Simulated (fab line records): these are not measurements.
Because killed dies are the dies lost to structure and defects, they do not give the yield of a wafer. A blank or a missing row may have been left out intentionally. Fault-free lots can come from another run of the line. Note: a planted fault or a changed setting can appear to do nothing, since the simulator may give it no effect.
fab line records	flow sky130	part 2 of 2: steps 28 to 39 of 39
record lots=5	wafers=15	lastDay=48
route steps=708 shown RES_PROTECT@207 POLY_GATE@213 LDD_N@237
lots with no fault: from the same line, run without faults
startH: the number of hours between the record's first day and the start of the first shown wafer of the lot	waitH: how many hours have passed since the lot's step before this one	" unchanged from the row above	L1.1+2: several wafers, shown together as one row	- no value, or no start was given	* or withheld: withheld	< > ~ a bound
route shown NAME@n: names a module that has steps shown in the file, with the first one's number in the route	usual: mean/standard deviation of fault-free wafers	same: alike in all rows	chamber/n: place in a boat	sites: the reading at each site	_std_site: the values' standard deviation	_edge_site: mean of outer sites minus mean of inner sites	radiusMm: for every site, how far away it sits from the centre of the wafer	mask NAME#n: copy n	behind: tool/chamber where the wafer was last shaped	hold: what put the lot on hold/how long, in hours/how the hold closed	device: names the non-switching transistor (n, p or np)	end of line: at the end of the route, the tests of the same wafers	where a step has no rows: the recipe by itself	killed: the dies lost at the first sort to structure and to defects; this is not the yield of the wafer	map: the dies of a wafer, with x for killed, . for not killed, _ for no die there
set.NAME: setting as actually run; set.NAME@STEP: the setting as run at that earlier step	model.NAME: the simulator's own value behind a step, which no gauge read
a table for each step, a row for each wafer; lots at some steps of the route
services: when a tool's chamber went out of use (startH, in hours from the record's first day, below 0 if earlier), for how many hours, and the reason
## steps
# step SKY_POLY_GATE_OXIDATION_20
# recipe tempC=850	ambient=O2	stabiliseS=600	purgeS=300	targetThkA=40	oxTimeS=899
# usual spikeTcBottomC=872/3.7	spikeTcTopC=866.0/2.4	zonePowerBottomPct=24.3/0.54
lot.wafer	tool	chamber	startH	waitH	spikeTcBottomC	spikeTcTopC	zonePowerBottomPct
L075.2	furnace-01	0	398.88	6.6	875	867.7	24.8
L075.5	"	0	"	"	874	865.6	24.7
L075.6	"	0	"	"	875	867.7	24.8
L077.1	furnace-01	0	398.88	3.4	874	868.4	24.4
L077.2	"	0	"	"	875	869.9	24.6
L077.3	"	0	"	"	875	866.9	24.7
L081.3	furnace-02	0	454.36	0.0	867	862.4	23.8
L081.5	"	0	"	"	869	863.3	23.5
L081.6	"	0	"	"	867	863.9	23.4
L086.1	furnace-01	0	472.91	0.0	875	868.7	25.1
L086.2	"	0	"	"	874	870.3	24.4
L086.4	"	0	"	"	876	868.4	24.9
L087.1	furnace-01	0	480.46	0.0	874	867.9	24.4
L087.3	"	0	"	"	875	868.3	24.5
L087.5	"	0	"	"	873	868.1	24.8
# step SKY_POLY_GATE_THK_MEAS_21
# recipe reads=SiO2_of_POLY_GATE_OXIDATION_20
# usual POLY_GATE_OXIDATION_THK=3.98/0.08
lot.wafer	tool	chamber	startH	waitH	POLY_GATE_OXIDATION_THK[nm]
L075.2	filmMetro-04	-	400.14	0.0	3.96
L075.5	"	-	"	"	3.88
L075.6	"	-	"	"	3.92
L077.1	filmMetro-04	-	400.19	0.1	3.83
L077.2	"	-	"	"	3.94
L077.3	"	-	"	"	3.87
L081.3	filmMetro-02	-	455.63	0.0	4.10
L081.5	"	-	"	"	4.05
L081.6	"	-	"	"	4.03
L086.1	filmMetro-04	-	474.16	0.0	4.01
L086.2	"	-	"	"	4.04
L086.4	"	-	"	"	4.03
L087.1	filmMetro-04	-	481.71	0.0	4.01
L087.3	"	-	"	"	4.13
L087.5	"	-	"	"	4.12
# step SKY_POLY_GATE_CD_MEAS_22
# usual cdNm=150/3.4
lot.wafer	tool	chamber	startH	waitH	cdNm
L075.2	cdSem-01	-	400.22	0.1	151
L075.5	"	-	"	"	148
L075.6	"	-	"	"	154
L077.1	cdSem-02	-	400.36	0.2	157
L077.2	"	-	"	"	157
L077.3	"	-	"	"	149
L081.3	cdSem-01	-	455.73	0.1	153
L081.5	"	-	"	"	144
L081.6	"	-	"	"	148
L086.1	cdSem-02	-	474.22	0.1	152
L086.2	"	-	"	"	147
L086.4	"	-	"	"	150
L087.1	cdSem-02	-	481.82	0.1	154
L087.3	"	-	"	"	147
L087.5	"	-	"	"	147
# step SKY_LDD_N_DEHYDRATE_00
# recipe tempC=200	timeS=60
lot.wafer	tool	chamber	startH	waitH
L075.2+5+6	lithoTrack-02	0	413.89	13.6
L077.1+2+3	lithoTrack-02	0	414.46	14.1
L081.3+5+6	lithoTrack-02	0	470.86	15.1
L086.1+2+4	lithoTrack-02	0	488.71	14.5
L087.1+3+5	lithoTrack-02	0	496.61	14.8
# step SKY_LDD_N_HMDS_01
# recipe primeTimeS=60	primeTempC=120
lot.wafer	tool	chamber	startH	waitH
L075.2+5+6	lithoTrack-02	0	414.04	0.1
L077.1+2+3	lithoTrack-02	0	414.61	0.1
L081.3+5+6	lithoTrack-02	0	471.01	0.1
L086.1+2+4	lithoTrack-02	0	488.86	0.1
L087.1+3+5	lithoTrack-02	0	496.76	0.1
# step SKY_LDD_N_COAT_02
# recipe resist=NOVOLAK	spinRpm=3000	resistThkNm=300
lot.wafer	tool	chamber	startH	waitH
L075.2+5+6	lithoTrack-02	0	414.19	0.1
L077.1+2+3	lithoTrack-02	0	414.76	0.1
L081.3+5+6	lithoTrack-02	0	471.16	0.1
L086.1+2+4	lithoTrack-02	0	489.01	0.1
L087.1+3+5	lithoTrack-02	0	496.91	0.1
# step SKY_LDD_N_SOFTBAKE_03
# recipe tempC=90	timeS=60	resist=NOVOLAK
lot.wafer	tool	chamber	startH	waitH
L075.2+5+6	lithoTrack-02	0	414.34	0.1
L077.1+2+3	lithoTrack-02	0	414.91	0.1
L081.3+5+6	lithoTrack-02	0	471.31	0.1
L086.1+2+4	lithoTrack-02	0	489.16	0.1
L087.1+3+5	lithoTrack-02	0	497.06	0.1
# step SKY_LDD_N_EXPOSE_04
# recipe maskId=NTM	targetCdNm=840	na=0.6	sourceShape=conventional	sigmaOuter=0.6	doseMj=110
# usual stageVelMmS=500.07/0.25
lot.wafer	tool	chamber	startH	waitH	mask	stageVelMmS
L075.2	ilineStepper-02	0	-	-	NTM#0	499.99
L075.5	"	0	"	"	NTM#0	500.05
L075.6	"	0	"	"	NTM#0	500.06
L077.1	ilineStepper-01	0	-	-	NTM#0	499.67
L077.2	"	0	"	"	NTM#0	500.18
L077.3	"	0	"	"	NTM#0	500.05
L081.3	ilineStepper-02	0	-	-	NTM#0	499.96
L081.5	"	0	"	"	NTM#0	500.46
L081.6	"	0	"	"	NTM#0	500.25
L086.1	ilineStepper-02	0	-	-	NTM#0	499.77
L086.2	"	0	"	"	NTM#0	499.92
L086.4	"	0	"	"	NTM#0	499.54
L087.1	ilineStepper-01	0	-	-	NTM#0	500.02
L087.3	"	0	"	"	NTM#0	499.98
L087.5	"	0	"	"	NTM#0	500.34
# step SKY_LDD_N_PEB_05
# recipe tempC=withheld	timeS=*	resist=NOVOLAK
lot.wafer	tool	chamber	startH	waitH
L075.2+5+6	lithoTrack-01	0	-	-
L077.1+2+3	lithoTrack-04	0	-	-
L081.3+5+6	lithoTrack-01	0	-	-
L086.1+2+4	lithoTrack-04	0	-	-
L087.1+3+5	lithoTrack-01	0	-	-
# step SKY_LDD_N_DEVELOP_06
# recipe developTimeS=60	devTempC=23
lot.wafer	tool	chamber	startH	waitH
L075.2+5+6	lithoTrack-01	0	428.40	0.1
L077.1+2+3	lithoTrack-04	0	428.80	0.1
L081.3+5+6	lithoTrack-01	0	485.57	0.1
L086.1+2+4	lithoTrack-04	0	504.55	0.1
L087.1+3+5	lithoTrack-01	0	512.27	0.1
# step SKY_LDD_N_OVL_MEAS_07
# usual LDD_N_OVL=-0.5/1.4
lot.wafer	tool	chamber	startH	waitH	LDD_N_OVL[nm]
L075.2	overlay-02	-	428.53	0.1	-0.5
L075.5	"	-	"	"	-1.3
L075.6	"	-	"	"	-0.7
L077.1	overlay-01	-	428.95	0.1	2.0
L077.2	"	-	"	"	-1.3
L077.3	"	-	"	"	2.5
L081.3	overlay-02	-	485.68	0.1	-2.3
L081.5	"	-	"	"	-0.9
L081.6	"	-	"	"	-1.6
L086.1	overlay-02	-	504.70	0.1	-3.1
L086.2	"	-	"	"	-2.3
L086.4	"	-	"	"	-1.6
L087.1	overlay-01	-	512.42	0.1	-1.3
L087.3	"	-	"	"	-1.4
L087.5	"	-	"	"	0.5
# step SKY_LDD_N_IMPLANT_08
# recipe species=As	energyKev=20	doseCm2=7.5e+13	tiltDeg=withheld	rotationDeg=23
# usual beamEnergyKeV=20.001/0.0059	endStationPressureTorr=5.31e-06/2.7e-07
lot.wafer	tool	chamber	startH	waitH	beamEnergyKeV	endStationPressureTorr
L075.2	implanter-03	0	428.58	0.0	19.992	5.19e-06
L075.5	"	0	"	"	20.000	5.22e-06
L075.6	"	0	"	"	20.001	5.38e-06
L077.1	implanter-01	0	429.70	0.7	19.996	5.31e-06
L077.2	"	0	"	"	19.996	5.18e-06
L077.3	"	0	"	"	20.003	5.61e-06
L081.3	implanter-02	0	485.76	0.1	20.012	5.57e-06
L081.5	"	0	"	"	20.007	5.58e-06
L081.6	"	0	"	"	20.010	4.74e-06
L086.1	implanter-03	0	504.74	0.0	20.006	5.41e-06
L086.2	"	0	"	"	20.002	5.52e-06
L086.4	"	0	"	"	20.002	5.29e-06
L087.1	implanter-03	0	512.46	0.0	20.001	5.74e-06
L087.3	"	0	"	"	20.000	5.58e-06
L087.5	"	0	"	"	20.012	5.64e-06
## services
tool	chamber	startH	hours	kind
krfScanner-01	-	336.36	0.2	repair
furnace-01	-	342.07	3.5	pm
rieDiel-04	1	354.19	4.9	repair
krfScanner-01	-	355.59	0.8	pm
plasmaAsher-04	-	384.05	2.2	repair
implanter-01	-	385.75	1.8	repair
lpcvd-02	-	389.77	0.7	repair
krfScanner-01	-	392.44	1.3	pm
rieDiel-04	-	396.45	2.8	pm
krfScanner-01	-	399.94	1.0	pm
furnace-01	-	400.13	4.5	pm
plasmaAsher-04	-	401.92	2.2	repair
lpcvd-02	-	402.59	6.1	pm
plasmaAsher-04	-	421.25	9.0	pm
ilineStepper-01	-	421.90	1.7	pm
wetBench-04	-	428.47	1.1	repair
implanter-03	-	435.85	1.0	repair
ilineStepper-01	-	456.30	6.0	repair
plasmaAsher-03	-	490.70	1.2	repair
implanter-03	-	490.99	6.1	repair
implanter-03	-	498.93	2.4	repair
ilineStepper-02	-	504.14	4.4	pm
ilineStepper-02	-	508.58	2.1	pm
furnace-01	-	509.30	2.9	pm
